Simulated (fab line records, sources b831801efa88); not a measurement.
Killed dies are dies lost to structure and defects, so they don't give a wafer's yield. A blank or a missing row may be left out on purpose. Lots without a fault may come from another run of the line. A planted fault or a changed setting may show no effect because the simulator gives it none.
Which tool did it? | flow sky130 | 11 lots, 33 wafers sampled, at 3 steps of a route of 708

WHAT THE GAUGES READ, wafer by wafer
SKY_SONOS_ONO_THK_MEAS_05.
lot  | measured     | on            | SONOS_ONO_CVD_04_THK (nm)
L143 | day 12 08:32 | film_metro-04 | 5.53 5.60 5.61
L144 | day 12 19:35 | film_metro-02 | 5.80 5.85 5.68
L146 | day 13 10:46 | film_metro-04 | 5.49 5.59 5.57
L147 | day 13 17:53 | film_metro-02 | 5.70 5.81 5.66
L149 | day 14 04:17 | film_metro-04 | 5.87 5.77 5.61
L152 | day 15 06:01 | film_metro-03 | 5.84 5.73 5.70
L154 | day 16 02:28 | film_metro-04 | 6.31 6.28 6.39
L162 | day 18 13:28 | film_metro-03 | 5.89 5.93 5.89
L164 | day 19 10:35 | film_metro-03 | 5.89 5.84 5.89
L165 | day 19 11:50 | film_metro-04 | 5.62 5.74 5.71
L166 | day 19 22:47 | film_metro-02 | 5.76 5.82 5.87

WHICH TOOL RAN EACH LOT (tool, then ch and the chambers of the sampled wafers, then the start)
lot  | SKY_VT_ADJUST_NCORE_STRIP_10         | SKY_SONOS_ONO_CVD_04
L143 | plasma_asher-01 ch 0,1, day 9 02:46  | lpcvd-03 ch 0, day 12 07:17
L144 | plasma_asher-03 ch 0,1, day 9 15:51  | lpcvd-03 ch 1, day 12 18:19
L146 | plasma_asher-03 ch 0,1, day 10 05:34 | lpcvd-03 ch 0, day 13 09:31
L147 | plasma_asher-04 ch 0,1, day 10 09:53 | lpcvd-03 ch 0, day 13 15:59
L149 | plasma_asher-04 ch 0,1, day 10 20:45 | lpcvd-03 ch 1, day 14 03:02
L152 | plasma_asher-01 ch 0,1, day 11 18:22 | lpcvd-03 ch 0, day 15 04:46
L154 | plasma_asher-01 ch 0,1, day 12 07:04 | lpcvd-03 ch 1, day 16 01:13
L162 | plasma_asher-01 ch 0,1, day 14 13:51 | lpcvd-03 ch 1, day 18 12:13
L164 | plasma_asher-01 ch 0,1, day 15 11:01 | lpcvd-03 ch 1, day 19 09:20
L165 | plasma_asher-04 ch 0, day 15 12:12   | lpcvd-03 ch 1, day 19 10:35
L166 | plasma_asher-04 ch 0,1, day 15 23:30 | lpcvd-03 ch 1, day 19 21:32
- SKY_VT_ADJUST_NCORE_STRIP_10: strips in O2/N2.
- SKY_SONOS_ONO_CVD_04: deposits SiO2 from SiH4/N2O, target thk 5.7199 nm.

THE ANSWER, worked out from the rows above alone
Rule: what is usual is taken from the lots themselves. Put in order of their means at a reading, lots are off if they are a third of the lots or fewer, leave a main group of 4 or more, and stand apart from it by a gap of 3 or more times the standard deviation of the main group's means; of several such gaps the widest counts. A main group whose means are all the same, to the digits that the tables above print for the reading, isn't used. A lot without any number at a reading at which 4 lots or more have one is off too. The other lots that the step has rows for count as sound.
Off: L154, at SKY_SONOS_ONO_THK_MEAS_05 (SONOS_ONO_CVD_04_THK). The main group: mean 5.74 nm, standard deviation 0.11.
A tool fits if, at a process step before that reading, it ran every lot that is off, and no sound lot after the first of them. The gauges at SKY_SONOS_ONO_THK_MEAS_05 are tried like those tools. None of those tried fits.

WHAT THE SIMULATOR HAD PUT IN
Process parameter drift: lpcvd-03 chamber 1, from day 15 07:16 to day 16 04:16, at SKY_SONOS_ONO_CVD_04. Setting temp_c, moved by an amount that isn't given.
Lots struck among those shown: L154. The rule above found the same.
